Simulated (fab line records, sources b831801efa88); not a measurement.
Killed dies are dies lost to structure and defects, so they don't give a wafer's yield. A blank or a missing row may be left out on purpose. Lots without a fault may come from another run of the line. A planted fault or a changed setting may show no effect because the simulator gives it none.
One fault seen from 2 desks | flow gf180mcu | each desk has only its own numbers; what lay behind them comes last

THE TOOL OWNER'S DESK: pvd_sputter-04
The tool's own readings at GF_V3_SPUTTER_22 (material TiN, target thk 10 nm, time 40 s): means of the sampled wafers that have a number, for each lot that ran on this tool. A lot is out of limits, marked OUT, if its mean lies more than 4 standard deviations from the usual mean; the brackets give that distance.
Columns: A = cathode_dc_power_W at GF_V3_SPUTTER_22, usual 4000.1 W; B = throttle_valve_pct at GF_V3_SPUTTER_22, usual 30.2 %
lot  | first seen here | A      | B
L452 | day 27 20:09    | 3998.9 | 29.7
This desk's finding: nothing out of limits on the one lot.

THE METROLOGY DESK
What the gauges read, lot by lot, whatever tool the lot ran on: means of the sampled wafers that have a number. A lot is out of limits, marked OUT, if its mean lies more than 4 standard deviations from the usual mean; the brackets give that distance.
Columns: A = M5_OVL at GF_M5_OVL_MEAS_08, usual 0 nm
lot  | first seen here | A
L436 | day 26 10:24    | -1
L439 | day 27 07:09    | 0
L441 | day 27 20:04    | -4
L442 | day 28 02:37    | -3
L443 | day 28 13:13    | 4
L444 | day 29 00:04    | 1
L446 | day 29 08:21    | 6
L452 | day 31 04:51    | 0
L456 | day 32 03:01    | 3
L457 | day 32 09:27    | 6
L458 | day 32 11:25    | -3
L459 | day 32 18:22    | 8
This desk's finding: nothing out of limits on any of the 12 lots.

PUT TOGETHER
The tool owner's desk saw nothing out of limits.
The metrology desk saw nothing out of limits.

WHAT THE SIMULATOR HAD PUT IN
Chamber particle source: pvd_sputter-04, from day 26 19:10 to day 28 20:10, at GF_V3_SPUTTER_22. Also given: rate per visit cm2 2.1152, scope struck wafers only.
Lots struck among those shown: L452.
